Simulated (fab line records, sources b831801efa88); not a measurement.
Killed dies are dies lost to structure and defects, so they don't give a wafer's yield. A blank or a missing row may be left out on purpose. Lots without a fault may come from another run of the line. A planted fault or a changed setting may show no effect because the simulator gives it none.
Which tool did it? | flow sky130 | 11 lots, 33 wafers sampled, at 3 steps of a route of 708

WHAT THE GAUGES READ, wafer by wafer
SKY_LDD_N_TW_MEAS_17.
lot  | measured     | on            | LDD_N_TW
L742 | day 18 17:20 | film_metro-04 | 2602 2595 2589
L745 | day 19 18:31 | film_metro-03 | 2625 2636 2630
L747 | day 20 13:58 | film_metro-03 | 2627 2623 2623
L751 | day 22 19:07 | film_metro-04 | 2602 2608 2603
L749 | day 22 19:02 | film_metro-03 | 2619 2611 2622
L753 | day 23 00:26 | film_metro-02 | 2580 2590 2588
L758 | day 24 04:48 | film_metro-02 | 2602 2594 2608
L757 | day 24 05:20 | film_metro-03 | 2635 2635 2637
L760 | day 24 23:57 | film_metro-02 | 2603 2595 2599
L761 | day 25 10:04 | film_metro-02 | 2605 2599 2588
L762 | day 25 18:24 | film_metro-02 | 2602 2598 2593

WHICH TOOL RAN EACH LOT (tool, then ch and the chambers of the sampled wafers, then the start)
lot  | SKY_POLY_GATE_ETCH_17            | SKY_POLY_GATE_STRIP_18
L742 | rie_si-02 ch 0,1,3, day 17 07:46 | plasma_asher-04 ch 0,1, day 17 07:51
L745 | rie_si-01 ch 1,2,3, day 18 04:24 | plasma_asher-04 ch 0,1, day 18 04:27
L747 | rie_si-02 ch 0,2,3, day 19 06:07 | plasma_asher-02 ch 0,1, day 19 06:11
L751 | rie_si-01 ch 0,2,3, day 21 08:33 | plasma_asher-03 ch 0,1, day 21 08:36
L749 | rie_si-02 ch 1,3, day 21 08:41   | plasma_asher-03 ch 0,1, day 21 08:45
L753 | rie_si-01 ch 0,2,3, day 21 11:32 | plasma_asher-03 ch 0,1, day 21 11:35
L758 | rie_si-02 ch 1,2,3, day 22 19:33 | plasma_asher-03 ch 0,1, day 22 19:36
L757 | rie_si-01 ch 0,1, day 22 20:30   | plasma_asher-02 ch 0,1, day 22 20:33
L760 | rie_si-01 ch 0,1,3, day 23 14:39 | plasma_asher-04 ch 0,1, day 23 14:42
L761 | rie_si-02 ch 0,2, day 24 02:10   | plasma_asher-03 ch 0,1, day 24 02:14
L762 | rie_si-01 ch 0,3, day 24 10:23   | plasma_asher-04 ch 0,1, day 24 10:29
- SKY_POLY_GATE_ETCH_17: etches poly-Si in HBr/Cl2, stops on SiO2, target depth 180 nm, time 70.5 s.
- SKY_POLY_GATE_STRIP_18: strips in O2/N2.

WHAT THE TOOLS THEMSELVES READ (means of the sampled wafers that have a number; where no wafer has one, the mark that the record gives instead)
SKY_POLY_GATE_ETCH_17.
lot  | tool      | HBr_flow_sccm (sccm) | bias_w (W) | drypump_motor_current_A (A) | oes_product_au (a.u.) | throttle_valve_pct (%)
L742 | rie_si-02 | 149.8                | 100.0      | 5.7                         | 0.979                 | 33.689
L745 | rie_si-01 | 150.0                | 100.1      | 5.6                         | 0.978                 | 33.676
L747 | rie_si-02 | 149.8                | 100.4      | 5.4                         | 0.983                 | 33.688
L751 | rie_si-01 | -                    | -          | -                           | -                     | -
L749 | rie_si-02 | -                    | -          | -                           | -                     | -
L753 | rie_si-01 | -                    | -          | -                           | -                     | -
L758 | rie_si-02 | 149.3                | 99.7       | 5.4                         | 0.982                 | 33.689
L757 | rie_si-01 | 149.7                | 100.2      | 4.8                         | 0.987                 | 33.684
L760 | rie_si-01 | 150.2                | 99.8       | 5.3                         | 0.984                 | 33.682
L761 | rie_si-02 | 150.4                | 100.0      | 5.2                         | 0.976                 | 33.686
L762 | rie_si-01 | 150.3                | 100.2      | 5.8                         | 0.975                 | 33.685

SKY_POLY_GATE_STRIP_18.
lot  | tool            | drypump_motor_current_A (A) | oes_product_au (a.u.) | strip_time_to_endpoint_s (s)
L742 | plasma_asher-04 | 6.1                         | 0.358                 | 3.19
L745 | plasma_asher-04 | 6.1                         | 0.364                 | 3.20
L747 | plasma_asher-02 | 6.0                         | 0.359                 | 3.13
L751 | plasma_asher-03 | 5.9                         | 0.402                 | 4.20
L749 | plasma_asher-03 | 5.9                         | 0.403                 | 4.18
L753 | plasma_asher-03 | 5.7                         | 0.402                 | 4.19
L758 | plasma_asher-03 | 5.9                         | 0.359                 | 3.18
L757 | plasma_asher-02 | 6.0                         | 0.361                 | 3.19
L760 | plasma_asher-04 | 6.1                         | 0.362                 | 3.20
L761 | plasma_asher-03 | 5.9                         | 0.361                 | 3.14
L762 | plasma_asher-04 | 6.1                         | 0.359                 | 3.12

THE ANSWER, worked out from the rows above alone
Rule: what is usual is taken from the lots themselves. Put in order of their means at a reading, lots are off if they are a third of the lots or fewer, leave a main group of 4 or more, and stand apart from it by a gap of 3 or more times the standard deviation of the main group's means; of several such gaps the widest counts. A main group whose means are all the same, to the digits that the tables above print for the reading, isn't used. A lot without any number at a reading at which 4 lots or more have one is off too. The other lots that the step has rows for count as sound. The gauges are gone through in route order, then the tools' own readings, and for those a lot's mean is taken as printed above. The first step at which some lot is off is used, and at that step the reading that is off furthest; a lot without a number counts as furthest.
Off: L751, L749, L753, at SKY_POLY_GATE_ETCH_17 (HBr_flow_sccm). Without a number there: L751, L749, L753. The main group: mean 149.9 sccm, standard deviation 0.34.
A tool fits if, at that step or a process step before it, it ran every lot that is off, and no sound lot after the first of them. None of those tried fits.

WHAT THE SIMULATOR HAD PUT IN
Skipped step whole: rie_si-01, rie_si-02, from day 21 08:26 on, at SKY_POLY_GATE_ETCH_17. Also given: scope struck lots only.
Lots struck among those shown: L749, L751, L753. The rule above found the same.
